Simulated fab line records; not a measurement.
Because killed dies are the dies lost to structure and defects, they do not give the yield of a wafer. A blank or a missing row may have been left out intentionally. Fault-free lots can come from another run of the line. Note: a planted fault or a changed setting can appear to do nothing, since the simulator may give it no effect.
A lot that was struck, set against a sound lot -- flow sky130 -- 13 out of 708 route steps
Sound: the wafers L457.2, L457.3, L457.4. Wafers L455.2, L455.3, L455.4 were the ones struck. The cause comes at the end.
Per side, at each step with rows, come the tool, then ch with its chambers, and then its first start. Under that, the readings that differ: sound wafers -- struck wafers -- difference of the means -- sigmas: that difference in standard deviations of wafers without a fault.
alike: same words and numbers on both sides, and readings whose means sit less than 2 such deviations apart. not compared: any withheld reading, any reading some wafer has no value for, any bound like >300 that may hide the same value, and any number with overlapping values for which the record gives no deviation.
Wherever a step has rows on one side only, a row that says differs or no value, or a row with sigmas, the two part there. Numbers that have no deviation but don't overlap get no sigmas and don't part them. A reading that every wafer of one side lacks parts them only if that side has two wafers or more.

first, 5 steps without rows for these wafers: SKY_SONOS_TUNNEL_COAT_02 (resist thk 1140 nm); SKY_SONOS_TUNNEL_SOFTBAKE_03 (time 60 s); SKY_SONOS_TUNNEL_EXPOSE_04 (exposes mask TUNM, target cd 410 nm); SKY_SONOS_TUNNEL_PEB_05; SKY_SONOS_TUNNEL_DEVELOP_06 (develop time 60 s).
SKY_SONOS_TUNNEL_CD_MEAS_07: the cd target is 410 nm.
  sound on cd_sem-02 at day 13 15:04; struck on cd_sem-01 at day 13 15:09
  alike: cd_nm
SKY_SONOS_TUNNEL_OVL_MEAS_08:
  sound on overlay-02 at day 13 15:10; struck on overlay-01 at day 13 15:15
reading,sound,struck,difference,sigmas
SONOS_TUNNEL_OVL (nm),1.3 2.8 1.9,-0.1 -2.6 -1.4,-3.4,-2
then, 3 steps without rows for these wafers: SKY_SONOS_TUNNEL_IMPLANT_09; SKY_SONOS_TUNNEL_WET_ETCH_10 (etches SiO2 in dHF, target depth 14 nm, time 280 s); SKY_SONOS_TUNNEL_STRIP_11 (strips in SPM, time 600 s).
SKY_SONOS_TUNNEL_TW_MEAS_12:
  sound on film_metro-02 at day 13 15:38; struck on film_metro-01 at day 13 15:47
  alike: SONOS_TUNNEL_TW
then, 1 step without rows for these wafers: SKY_SONOS_TUNNEL_CLEAN_13 (cleans in dHF, time 20 s).
SKY_SONOS_ONO_OXIDATION_00: stabilise 600 s, purge 300 s, target thk 2.6 nm.
  struck on furnace-01, day 13 16:04; sound on furnace-01 ch 0, day 13 16:04
  no value came back on the struck wafers for ox_temp_c (C), ox_temp_c_max, tube_center_temp_C_max, zone_power_lower_pct (%); on the sound wafers ox_temp_c (C) reads 799.9 799.6 799.4

## WHERE THEY PART
Earliest at SKY_SONOS_TUNNEL_OVL_MEAS_08; latest, in this record, at SKY_SONOS_ONO_OXIDATION_00.

WHY: the cause the simulator had injected
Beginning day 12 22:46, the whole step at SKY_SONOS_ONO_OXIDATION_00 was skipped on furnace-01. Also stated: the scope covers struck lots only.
